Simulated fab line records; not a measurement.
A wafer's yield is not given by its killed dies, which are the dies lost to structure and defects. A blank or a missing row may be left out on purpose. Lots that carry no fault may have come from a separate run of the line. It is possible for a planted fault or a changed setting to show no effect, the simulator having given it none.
fab line records | flow gf180mcu
[record] lots = 5 wafers = 15 last-day = 34
route steps=602 shown SAB@269 SALICIDE@278 CONTACT@287
lots untouched by any fault: they come from a run of this same line in which no faults occurred
start-h: the number of hours between the record's first day and the start of the first shown wafer of the lot | wait-h: hours elapsed since this lot's preceding step | " identical to the entry in the row above | L1.1+2: one row covering several wafers at once | - value missing, or start not given | * or withheld: withheld | < > ~ a bound
route shown NAME@n: NAME is a module with steps in the file, n the number in the route of the first one | usual: mean/standard deviation taken from wafers without a fault | same: alike in all rows | chamber/n: place in a boat | sites: per-site readings | _std_site: their standard deviation | _edge_site: inner sites' mean taken away from outer sites' mean | radius-mm: for every site, how far away it sits from the centre of the wafer | mask NAME#n: copy n | behind: the last tool/chamber to shape the wafer | hold: what put the lot on hold/how long, in hours/how the hold closed | device: transistor that didn't switch, given as n, p or np | end of line: the route-end tests of the same wafers | for a step that has no rows: nothing shown but its recipe | killed: dies lost to structure and defects at the first sort, not the wafer's yield | map: shows each die of a wafer: x if killed, . if not, _ if none is there
set.NAME: the setting as run; set.NAME@STEP: as run at that earlier step | model.NAME: the simulator's own value behind a step, which no gauge read
lots at selected steps of the route; one table per step, one row per wafer
services: a tool's chamber out of use, with start hour (start-h, from the record's first day; less than 0 if before it), hours out, and reason
[[steps]]
[step GF_SAB_SOFTBAKE_05]
[recipe] temp-c = 90 time-s = 60 resist = NOVOLAK
[usual] exhaust-pa = 45.0/0.94
// columns lot.wafer tool chamber start-h wait-h exhaust-pa
L075.1 litho-track-04 0 338.21 0.1 44.3
L075.2 " 0 " " 46.5
L075.5 " 0 " " 43.4
L082.1 litho-track-02 0 390.54 0.1 45.9
L082.3 " 0 " " 45.1
L082.6 " 0 " " 44.0
L083.3 litho-track-04 0 404.26 0.1 44.5
L083.5 " 0 " " 45.5
L083.6 " 0 " " 45.7
L091.3 litho-track-03 0 472.32 0.1 44.8
L091.4 " 0 " " 46.0
L091.6 " 0 " " 44.5
L096.1 litho-track-04 0 516.76 0.1 45.0
L096.3 " 0 " " 46.6
L096.5 " 0 " " 45.7
[step GF_SAB_EXPOSE_06]
[recipe] mask-id = SAB target-cd-nm = 420 na = 0.6 source-shape = conventional sigma-outer = 0.6 dose-mj = 140
// columns lot.wafer tool chamber start-h wait-h mask
L075.1+2+5 iline-stepper-01 0 - - SAB#0
L082.1+3+6 iline-stepper-01 0 - - SAB#0
L083.3+5+6 iline-stepper-02 0 - - SAB#0
L091.3+4+6 iline-stepper-02 0 - - SAB#0
L096.1+3+5 iline-stepper-02 0 - - SAB#0
[step GF_SAB_PEB_07]
[recipe] temp-c = withheld time-s = * resist = NOVOLAK
[usual] exhaust-pa = 44.9/0.96
// columns lot.wafer tool chamber start-h wait-h exhaust-pa
L075.1 litho-track-03 0 - - 44.3
L075.2 " 0 " " 42.4
L075.5 " 0 " " 44.3
L082.1 litho-track-04 0 - - 43.5
L082.3 " 0 " " 43.3
L082.6 " 0 " " 44.1
L083.3 litho-track-02 0 - - 47.3
L083.5 " 0 " " 45.9
L083.6 " 0 " " 45.6
L091.3 litho-track-04 0 - - 45.5
L091.4 " 0 " " 45.0
L091.6 " 0 " " 44.5
L096.1 litho-track-03 0 - - 44.7
L096.3 " 0 " " 44.9
L096.5 " 0 " " 44.8
[step GF_SAB_DEVELOP_08]
[recipe] develop-time-s = 60 dev-temp-c = 23
[usual] exhaust-pa = 45.1/0.86
// columns lot.wafer tool chamber start-h wait-h exhaust-pa
L075.1 litho-track-03 0 348.92 0.1 43.6
L075.2 " 0 " " 43.4
L075.5 " 0 " " 45.2
L082.1 litho-track-04 0 402.36 0.1 46.5
L082.3 " 0 " " 46.2
L082.6 " 0 " " 45.0
L083.3 litho-track-02 0 415.49 0.1 45.7
L083.5 " 0 " " 45.5
L083.6 " 0 " " 45.0
L091.3 litho-track-04 0 484.36 0.1 46.4
L091.4 " 0 " " 44.8
L091.6 " 0 " " 45.5
L096.1 litho-track-03 0 528.12 0.1 45.1
L096.3 " 0 " " 44.8
L096.5 " 0 " " 44.2
[step GF_SAB_CD_MEAS_09]
[recipe] target-cd-nm = 420
[usual] cd-nm = 420.7/2.6
// columns lot.wafer tool chamber start-h wait-h cd-nm
L075.1 cd-sem-02 - 349.07 0.1 422.3
L075.2 " - " " 422.5
L075.5 " - " " 421.9
L082.1 cd-sem-01 - 402.51 0.1 419.7
L082.3 " - " " 420.2
L082.6 " - " " 418.4
L083.3 cd-sem-02 - 415.63 0.1 422.1
L083.5 " - " " 422.9
L083.6 " - " " 422.9
L091.3 cd-sem-02 - 484.50 0.1 421.2
L091.4 " - " " 419.5
L091.6 " - " " 420.3
L096.1 cd-sem-01 - 528.27 0.1 421.6
L096.3 " - " " 422.6
L096.5 " - " " 424.5
[step GF_SAB_OVL_MEAS_10]
[usual] SAB_OVL = 0.0/1.6
// columns lot.wafer tool chamber start-h wait-h SAB_OVL[nm]
L075.1 overlay-02 - 349.19 0.1 0.3
L075.2 " - " " -0.8
L075.5 " - " " -0.3
L082.1 overlay-01 - 402.63 0.1 -1.2
L082.3 " - " " -2.1
L082.6 " - " " -0.6
L083.3 overlay-02 - 415.73 0.1 1.1
L083.5 " - " " 0.0
L083.6 " - " " 1.6
L091.3 overlay-02 - 484.59 0.1 -1.0
L091.4 " - " " -2.1
L091.6 " - " " 0.4
L096.1 overlay-02 - 528.39 0.1 -0.1
L096.3 " - " " -1.9
L096.5 " - " " 0.9
[step GF_SAB_ETCH_11]
[recipe] chemistry = C4F8/O2/Ar mask-material = NOVOLAK target = SiO2 target-depth-nm = 55 source-w = 1500 bias-w = 1200 pressure-mtorr = 40 c4f8-flow-sccm = withheld O2_flow_sccm = 6 Ar_flow_sccm = 300 time-s = 8.5
[usual] oes-product-au = 1.002/0.016
// columns lot.wafer tool chamber start-h wait-h oes-product-au rf-hours-counter-h
L075.1 rie-diel-02 2 349.23 0.0 1.016 41
L075.2 " 3 " " 1.012 88
L075.5 " 2 " " 1.008 -
L082.1 rie-diel-02 2 402.67 0.0 1.014 42
L082.3 " 0 " " 0.974 82
L082.6 " 0 " " 0.972 -
L083.3 rie-diel-01 2 415.75 0.0 1.006 29
L083.5 " 1 " " 0.975 -
L083.6 " 0 " " 1.017 -
L091.3 rie-diel-04 3 484.62 0.0 0.975 18
L091.4 " 1 " " 1.020 6
L091.6 " 2 " " 1.001 -
L096.1 rie-diel-04 2 528.42 0.0 0.976 0
L096.3 " 0 " " 1.024 90
L096.5 " 3 " " 0.980 -
[step GF_SAB_WET_ETCH_12]
[recipe] chemistry = dHF target-depth-nm = 22 dry = n2-spin target = SiO2 temp-c = 25 dilution = 100:1 time-s = 440
// columns lot.wafer tool chamber start-h wait-h
L075.1+2+5 wet-bench-01 0 349.25 0.0
L082.1+3+6 wet-bench-01 1 402.69 0.0
L083.3+5+6 wet-bench-04 0 415.77 0.0
L091.3+4+6 wet-bench-04 2 484.64 0.0
L096.1+3+5 wet-bench-04 2 528.45 0.0
[step GF_SAB_STRIP_13]
[recipe] chemistry = O2/N2 power-w = 1400 pressure-mtorr = 1500 platen-temp-c = 250 o2-flow-sccm = 3000 n2-flow-sccm = 300 overash-fraction = 0.5
[usual] drypump-motor-current-A = 5.5/0.47 heater-power-w = 335/56 oes-product-au = 0.710/0.0045 strip-time-to-endpoint-s = 12.61/0.033
// columns lot.wafer tool chamber start-h wait-h drypump-motor-current-A heater-power-w oes-product-au rf-hours-counter-h strip-time-to-endpoint-s
L075.1 plasma-asher-02 1 349.39 0.0 5.2 410 0.720 47 12.61
L075.2 " 0 " " 5.2 319 0.708 47 12.64
L075.5 " 0 " " 5.2 309 0.708 - 12.63
L082.1 plasma-asher-02 1 402.83 0.0 5.1 412 0.716 53 12.58
L082.3 " 0 " " 5.1 325 0.708 - 12.61
L082.6 " 0 " " 5.1 315 0.707 - 12.58
L083.3 plasma-asher-02 1 415.93 0.0 5.2 412 0.707 - 12.62
L083.5 " 1 " " 5.2 411 0.720 - 12.67
L083.6 " 0 " " 5.2 310 0.708 - 12.60
L091.3 plasma-asher-03 0 484.81 0.0 5.0 279 0.709 - 12.59
L091.4 " 1 " " 6.1 283 0.708 - 12.59
L091.6 " 1 " " 6.1 290 0.713 - 12.62
L096.1 plasma-asher-02 0 528.60 0.0 5.1 317 0.713 63 12.62
L096.3 " 1 " " 5.2 412 0.708 - 12.64
L096.5 " 1 " " 5.2 412 0.714 - 12.65
[step GF_SALICIDE_CLEAN_00]
[recipe] chemistry = SC1/SC2 mix = 1:4:20 temp-c = 70 time-s = 150
[usual] bath-guard-temp-C = 70.5/0.37
// columns lot.wafer tool chamber start-h wait-h bath-guard-temp-C
L075.1 wet-bench-01 2 349.49 0.1 70.7
L075.2 " 2 " " 70.9
L075.5 " 2 " " 70.4
L082.1 wet-bench-04 2 402.93 0.1 70.4
L082.3 " 2 " " 70.7
L082.6 " 2 " " 71.0
L083.3 wet-bench-01 3 416.00 0.0 70.5
L083.5 " 3 " " 70.5
L083.6 " 3 " " 70.6
L091.3 wet-bench-02 1 484.88 0.0 70.3
L091.4 " 1 " " 70.5
L091.6 " 1 " " 70.7
L096.1 wet-bench-01 2 528.70 0.1 70.6
L096.3 " 2 " " 70.6
L096.5 " 2 " " 70.7
[step GF_SALICIDE_WET_ETCH_01]
[recipe] chemistry = dHF target-depth-nm = 5 dry = ipa-marangoni target = SiO2 temp-c = 25 dilution = 100:1 time-s = 100
// columns lot.wafer tool chamber start-h wait-h
L075.1+2+5 wet-bench-02 1 349.55 0.0
L082.1+3+6 wet-bench-01 2 402.99 0.0
L083.3+5+6 wet-bench-04 1 416.05 0.0
L091.3+4+6 wet-bench-01 3 484.93 0.0
L096.1+3+5 wet-bench-02 0 528.75 0.0
[step GF_SALICIDE_SPUTTER_02]
[recipe] material = Co target-thk-nm = 10 power-w = 1000 time-s = 20 chamber-pressure-pa = 0.4
[usual] throttle-valve-pct = 30.3/0.66
// columns lot.wafer tool chamber start-h wait-h throttle-valve-pct
L075.1 pvd-sputter-01 - 349.58 0.0 30.1
L075.2 " - " " 31.7
L075.5 " - " " 30.8
L082.1 pvd-sputter-03 - 403.03 0.0 30.8
L082.3 " - " " 29.7
L082.6 " - " " 31.0
L083.3 pvd-sputter-02 - 416.09 0.0 29.7
L083.5 " - " " 29.7
L083.6 " - " " 30.7
L091.3 pvd-sputter-03 - 484.97 0.0 30.1
L091.4 " - " " 31.2
L091.6 " - " " 30.1
L096.1 pvd-sputter-03 - 528.79 0.0 29.8
L096.3 " - " " 31.3
L096.5 " - " " 31.0
[step GF_SALICIDE_SPUTTER_03]
[recipe] material = TiN target-thk-nm = 20 power-w = 6500 time-s = 16.7 chamber-pressure-pa = 0.4
[usual] throttle-valve-pct = 30.3/0.67
// columns lot.wafer tool chamber start-h wait-h throttle-valve-pct
L075.1 pvd-sputter-01 - 349.61 0.0 30.6
L075.2 " - " " 31.9
L075.5 " - " " 30.8
L082.1 pvd-sputter-03 - 403.06 0.0 31.1
L082.3 " - " " 30.1
L082.6 " - " " 31.0
L083.3 pvd-sputter-02 - 416.12 0.0 29.4
L083.5 " - " " 29.9
L083.6 " - " " 30.8
L091.3 pvd-sputter-03 - 485.00 0.0 30.1
L091.4 " - " " 30.9
L091.6 " - " " 30.0
L096.1 pvd-sputter-03 - 528.81 0.0 30.0
L096.3 " - " " 31.0
L096.5 " - " " 31.1
[step GF_SALICIDE_RS_MEAS_04]
[recipe] thk-meas-gauge = four-point-probe reads = TiN_of_SALICIDE_SPUTTER_03+Co_of_SALICIDE_SPUTTER_02
[usual] SALICIDE_TIN_RS = 16.4/0.4
// columns lot.wafer tool chamber start-h wait-h SALICIDE_TIN_RS[ohm/sq]
L075.1 film-metro-02 - 349.64 0.0 16.7
L075.2 " - " " 15.8
L075.5 " - " " 16.2
L082.1 film-metro-04 - 403.08 0.0 16.0
L082.3 " - " " 16.0
L082.6 " - " " 16.0
L083.3 film-metro-02 - 416.18 0.1 16.1
L083.5 " - " " 16.8
L083.6 " - " " 16.6
L091.3 film-metro-02 - 485.06 0.1 16.5
L091.4 " - " " 16.0
L091.6 " - " " 16.3
L096.1 film-metro-03 - 528.84 0.0 16.1
L096.3 " - " " 16.5
L096.5 " - " " 15.9
[step GF_SALICIDE_THK_MEAS_05]
[recipe] thk-meas-gauge = xrf reads = TiN_of_SALICIDE_SPUTTER_03
[usual] SALICIDE_TIN_THK = 20.0/0.4
// columns lot.wafer tool chamber start-h wait-h SALICIDE_TIN_THK[nm]
L075.1 film-metro-02 - 349.76 0.1 19.8
L075.2 " - " " 20.0
L075.5 " - " " 19.9
L082.1 film-metro-04 - 403.20 0.1 20.0
L082.3 " - " " 20.3
L082.6 " - " " 20.3
L083.3 film-metro-02 - 416.28 0.1 20.3
L083.5 " - " " 19.8
L083.6 " - " " 20.0
L091.3 film-metro-02 - 485.16 0.1 20.7
L091.4 " - " " 20.6
L091.6 " - " " 20.8
L096.1 film-metro-03 - 528.96 0.1 19.9
L096.3 " - " " 19.6
L096.5 " - " " 20.2
[step GF_SALICIDE_RTA_06]
[recipe] temp-c = 530 time-s = 30 ambient = N2
[usual] lamp-power-pct = 6.7/0.54 wafer_temp_C_max = 532.6/0.94
// columns lot.wafer tool chamber start-h wait-h lamp-power-pct wafer_temp_C_max
L075.1 rtp-anneal-02 0 349.82 0.1 7.3 531.9
L075.2 " 0 " " 7.3 530.8
L075.5 " 0 " " 7.3 531.5
L082.1 rtp-anneal-01 0 403.26 0.1 6.2 533.2
L082.3 " 0 " " 6.2 532.8
L082.6 " 0 " " 6.2 533.6
L083.3 rtp-anneal-01 0 416.35 0.1 6.2 532.4
L083.5 " 0 " " 6.2 532.0
L083.6 " 0 " " 6.2 533.4
L091.3 rtp-anneal-01 0 485.24 0.1 6.2 532.9
L091.4 " 0 " " 6.2 532.7
L091.6 " 0 " " 6.2 533.1
L096.1 rtp-anneal-02 0 529.02 0.1 7.3 531.7
L096.3 " 0 " " 7.3 531.6
L096.5 " 0 " " 7.3 531.9
[step GF_SALICIDE_WET_ETCH_07]
[recipe] chemistry = SPM target-depth-nm = 120 dry = n2-spin
// columns lot.wafer tool chamber start-h wait-h
L075.1+2+5 wet-bench-04 1 349.92 0.1
L082.1+3+6 wet-bench-04 2 403.46 0.2
L083.3+5+6 wet-bench-04 0 416.42 0.1
L091.3+4+6 wet-bench-04 1 485.30 0.1
L096.1+3+5 wet-bench-02 0 529.12 0.1
[step GF_SALICIDE_RTA_08]
[recipe] temp-c = 800 time-s = 30 ambient = N2
[usual] lamp-power-pct = 19.1/1.5 wafer_temp_C_max = 803.6/1.5
// columns lot.wafer tool chamber start-h wait-h lamp-power-pct wafer_temp_C_max
L075.1 rtp-anneal-01 0 350.01 0.0 17.3 803.5
L075.2 " 0 " " 17.3 805.2
L075.5 " 0 " " 17.3 804.7
L082.1 rtp-anneal-02 0 403.57 0.0 20.4 803.1
L082.3 " 0 " " 20.4 803.0
L082.6 " 0 " " 20.3 802.7
L083.3 rtp-anneal-02 0 416.55 0.0 20.4 802.7
L083.5 " 0 " " 20.4 802.4
L083.6 " 0 " " 20.4 803.0
L091.3 rtp-anneal-02 0 485.44 0.0 20.4 803.0
L091.4 " 0 " " 20.4 803.0
L091.6 " 0 " " 20.4 802.6
L096.1 rtp-anneal-01 0 529.21 0.0 17.3 805.6
L096.3 " 0 " " 17.3 807.5
L096.5 " 0 " " 17.3 804.9
[step GF_CONTACT_CVD_00]
[recipe] material = SiO2 target-thk-nm = 300 sigma-open-frac = 0.3 temp-c = 400 time-s = 50 sih4-flow-sccm = 60 pressure-mtorr = 6
// columns lot.wafer tool chamber start-h wait-h
L075.1+2+5 hdpcvd-01 1,2,1 350.11 0.1
L082.1+3+6 hdpcvd-01 1,0,1 403.67 0.1
L083.3+5+6 hdpcvd-01 0,0,1 416.61 0.1
L091.3+4+6 hdpcvd-02 0,1,0 485.50 0.1
L096.1+3+5 hdpcvd-01 1,0,0 529.31 0.1
[step GF_CONTACT_THK_MEAS_01]
[recipe] reads = SiO2_of_CONTACT_CVD_00
[usual] CONTACT_CVD_00_THK = 302/4.7
// columns lot.wafer tool chamber start-h wait-h CONTACT_CVD_00_THK[nm]
L075.1 film-metro-01 - 350.15 0.0 305
L075.2 " - " " 309
L075.5 " - " " 304
L082.1 film-metro-01 - 403.72 0.0 308
L082.3 " - " " 308
L082.6 " - " " 308
L083.3 film-metro-01 - 416.68 0.0 303
L083.5 " - " " 305
L083.6 " - " " 307
L091.3 film-metro-01 - 485.57 0.0 300
L091.4 " - " " 300
L091.6 " - " " 298
L096.1 film-metro-02 - 529.36 0.0 305
L096.3 " - " " 303
L096.5 " - " " 301
[step GF_CONTACT_CVD_02]
[recipe] material = SiO2 target-thk-nm = 860 precursor = TEOS temp-c = 400 time-s = 95.992 rf-w = 600
[usual] heater-power-w = 661/120
// columns lot.wafer tool chamber start-h wait-h heater-power-w
L075.1 pecvd-03 2 350.21 0.1 731
L075.2 " 0 " " 495
L075.5 " 2 " " 591
L082.1 pecvd-03 1 403.78 0.1 461
L082.3 " 2 " " 720
L082.6 " 0 " " 481
L083.3 pecvd-02 2 416.72 0.0 857
L083.5 " 1 " " 665
L083.6 " 2 " " 696
L091.3 pecvd-02 1 485.61 0.0 667
L091.4 " 2 " " 694
L091.6 " 1 " " 731
L096.1 pecvd-02 1 529.42 0.1 818
L096.3 " 2 " " 742
L096.5 " 0 " " 709
[step GF_CONTACT_THK_MEAS_03]
[recipe] reads = SiO2_of_CONTACT_CVD_02
[usual] CONTACT_CVD_02_THK = 861/12
// columns lot.wafer tool chamber start-h wait-h CONTACT_CVD_02_THK[nm]
L075.1 film-metro-02 - 350.28 0.0 859
L075.2 " - " " 850
L075.5 " - " " 860
L082.1 film-metro-04 - 403.85 0.0 843
L082.3 " - " " 850
L082.6 " - " " 866
L083.3 film-metro-02 - 416.81 0.1 854
L083.5 " - " " 879
L083.6 " - " " 873
L091.3 film-metro-02 - 485.70 0.1 860
L091.4 " - " " 873
L091.6 " - " " 877
L096.1 film-metro-01 - 529.49 0.0 851
L096.3 " - " " 865
L096.5 " - " " 865
[step GF_CONTACT_CMP_04]
[recipe] material = SiO2 down-force-psi = 4 platen-rpm = 60 pad-velocity-m-s = 0.94248
[usual] edge-zone-pressure-frac = 1.000/0.0051 motor-current-A = 12.0/1 time-to-endpoint-s = 108/8.7
// columns lot.wafer tool chamber start-h wait-h edge-zone-pressure-frac motor-current-A time-to-endpoint-s
L075.1 cmp-01 0 350.44 0.1 1.002 13.3 110
L075.2 " 1 " " 0.998 13.4 93
L075.5 " 3 " " 0.999 10.3 101
L082.3 cmp-02 1 403.91 0.0 1.002 12.6 100
L082.1 " 2 " " 1.007 12.0 105
L082.6 " 2 " " 1.000 11.3 114
L083.3 cmp-01 3 416.85 0.0 0.996 9.7 94
L083.6 " 3 " " 0.999 10.0 103
L083.5 " 0 " " 0.999 13.4 114
L091.4 cmp-01 1 485.79 0.1 1.000 12.6 101
L091.3 " 3 " " 0.997 10.5 101
L091.6 " 0 " " 1.008 13.2 115
L096.1 cmp-02 1 529.55 0.1 1.013 12.2 104
L096.3 " 0 " " 1.005 12.3 115
L096.5 " 2 " " 1.002 12.0 116
[step GF_CONTACT_BOW_MEAS_05]
[recipe] mode = bow
[usual] CONTACT_BOW = 67/6.9
// columns lot.wafer tool chamber start-h wait-h CONTACT_BOW[um]
L075.1 film-metro-02 - 350.64 0.1 57
L075.2 " - " " 68
L075.5 " - " " 84
L082.1 film-metro-01 - 404.21 0.2 63
L082.3 " - " " 62
L082.6 " - " " 58
L083.3 film-metro-01 - 417.19 0.3 72
L083.5 " - " " 78
L083.6 " - " " 71
L091.3 film-metro-02 - 486.08 0.1 70
L091.4 " - " " 83
L091.6 " - " " 68
L096.1 film-metro-04 - 529.85 0.2 61
L096.3 " - " " 67
L096.5 " - " " 60
[step GF_CONTACT_DEHYDRATE_06]
[recipe] temp-c = 200 time-s = 60
[usual] exhaust-pa = 45.1/0.89
// columns lot.wafer tool chamber start-h wait-h exhaust-pa
L075.1 litho-track-01 0 361.43 10.8 45.6
L075.2 " 0 " " 45.9
L075.5 " 0 " " 46.0
L082.1 litho-track-03 0 415.02 10.8 44.8
L082.3 " 0 " " 45.2
L082.6 " 0 " " 45.2
L083.3 litho-track-03 0 428.67 11.5 44.5
L083.5 " 0 " " 44.7
L083.6 " 0 " " 46.5
L091.3 litho-track-02 0 497.19 11.1 45.9
L091.4 " 0 " " 46.3
L091.6 " 0 " " 45.5
L096.1 litho-track-01 0 540.88 11.0 44.3
L096.3 " 0 " " 43.8
L096.5 " 0 " " 46.0
[step GF_CONTACT_HMDS_07]
[recipe] prime-time-s = 60 prime-temp-c = 120
[usual] exhaust-pa = 44.9/0.76
// columns lot.wafer tool chamber start-h wait-h exhaust-pa
L075.1 litho-track-01 0 361.58 0.1 44.1
L075.2 " 0 " " 45.9
L075.5 " 0 " " 44.5
L082.1 litho-track-03 0 415.17 0.1 45.9
L082.3 " 0 " " 45.9
L082.6 " 0 " " 45.7
L083.3 litho-track-03 0 428.82 0.1 44.8
L083.5 " 0 " " 43.6
L083.6 " 0 " " 45.1
L091.3 litho-track-02 0 497.34 0.1 43.9
L091.4 " 0 " " 45.2
L091.6 " 0 " " 44.9
L096.1 litho-track-01 0 541.03 0.1 43.7
L096.3 " 0 " " 44.8
L096.5 " 0 " " 44.0
[step GF_CONTACT_COAT_08]
[recipe] resist = BARC temp-c = withheld time-s = withheld spin-rpm = withheld resist-thk-nm = withheld
[usual] exhaust-pa = 44.9/0.85
// columns lot.wafer tool chamber start-h wait-h exhaust-pa
L075.1 litho-track-01 0 361.73 0.1 44.3
L075.2 " 0 " " 44.6
L075.5 " 0 " " 45.9
L082.1 litho-track-03 0 415.32 0.1 46.6
L082.3 " 0 " " 44.6
L082.6 " 0 " " 45.4
L083.3 litho-track-03 0 428.97 0.1 44.0
L083.5 " 0 " " 44.0
L083.6 " 0 " " 44.4
L091.3 litho-track-02 0 497.49 0.1 44.7
L091.4 " 0 " " 44.4
L091.6 " 0 " " 44.7
L096.1 litho-track-01 0 541.18 0.1 46.3
L096.3 " 0 " " 46.0
L096.5 " 0 " " 46.6
[step GF_CONTACT_COAT_09]
[recipe] resist = KrF spin-rpm = withheld resist-thk-nm = 1000
[usual] exhaust-pa = 45.1/0.72
// columns lot.wafer tool chamber start-h wait-h exhaust-pa
L075.1 litho-track-01 0 - - 44.7
L075.2 " 0 " " 44.9
L075.5 " 0 " " 44.0
L082.1 litho-track-03 0 - - 44.6
L082.3 " 0 " " 45.5
L082.6 " 0 " " 45.2
L083.3 litho-track-03 0 - - 45.3
L083.5 " 0 " " 44.9
L083.6 " 0 " " 43.7
L091.3 litho-track-02 0 - - 45.4
L091.4 " 0 " " 45.8
L091.6 " 0 " " 44.3
L096.1 litho-track-01 0 - - 45.6
L096.3 " 0 " " 44.6
L096.5 " 0 " " 46.3
[step GF_CONTACT_SOFTBAKE_10]
[recipe] temp-c = 130 time-s = 60 resist = KrF
[usual] exhaust-pa = 44.9/0.85
// columns lot.wafer tool chamber start-h wait-h exhaust-pa
L075.1 litho-track-01 0 - - 44.7
L075.2 " 0 " " 43.6
L075.5 " 0 " " 45.3
L082.1 litho-track-03 0 - - 45.1
L082.3 " 0 " " 44.8
L082.6 " 0 " " 44.9
L083.3 litho-track-03 0 - - 45.6
L083.5 " 0 " " 45.5
L083.6 " 0 " " 44.4
L091.3 litho-track-02 0 - - 45.0
L091.4 " 0 " " 45.0
L091.6 " 0 " " 45.6
L096.1 litho-track-01 0 - - 44.2
L096.3 " 0 " " 43.4
L096.5 " 0 " " 42.8
[[services]]
// columns tool chamber start-h hours kind
cmp-01 - 319.95 2.8 repair
rtp-anneal-02 - 351.16 4.9 pm
hdpcvd-01 - 354.85 0.6 repair
iline-stepper-02 - 359.41 6.0 repair
cmp-01 - 360.42 1.1 repair
cmp-01 - 362.25 2.6 repair
iline-stepper-02 - 365.41 8.9 pm
wet-bench-02 - 384.85 48.9 pm
wet-bench-04 - 388.50 6.6 repair
pvd-sputter-03 - 393.02 6.3 repair
cmp-01 - 404.00 4.0 pm
iline-stepper-02 - 405.04 7.9 repair
wet-bench-04 - 417.28 2.2 repair
hdpcvd-01 - 423.41 0.6 repair
cmp-01 - 428.04 1.6 repair
cmp-01 - 433.48 4.8 repair
cmp-01 - 442.36 1.7 repair
hdpcvd-01 - 468.86 2.8 pm
pvd-sputter-03 - 476.91 1.3 repair
plasma-asher-02 - 490.70 4.3 pm
plasma-asher-02 - 497.60 28.1 pm
wet-bench-04 - 533.02 1.9 pm
pvd-sputter-03 - 539.03 2.9 repair
hdpcvd-01 - 539.25 15.0 pm
[[key]]
fault none
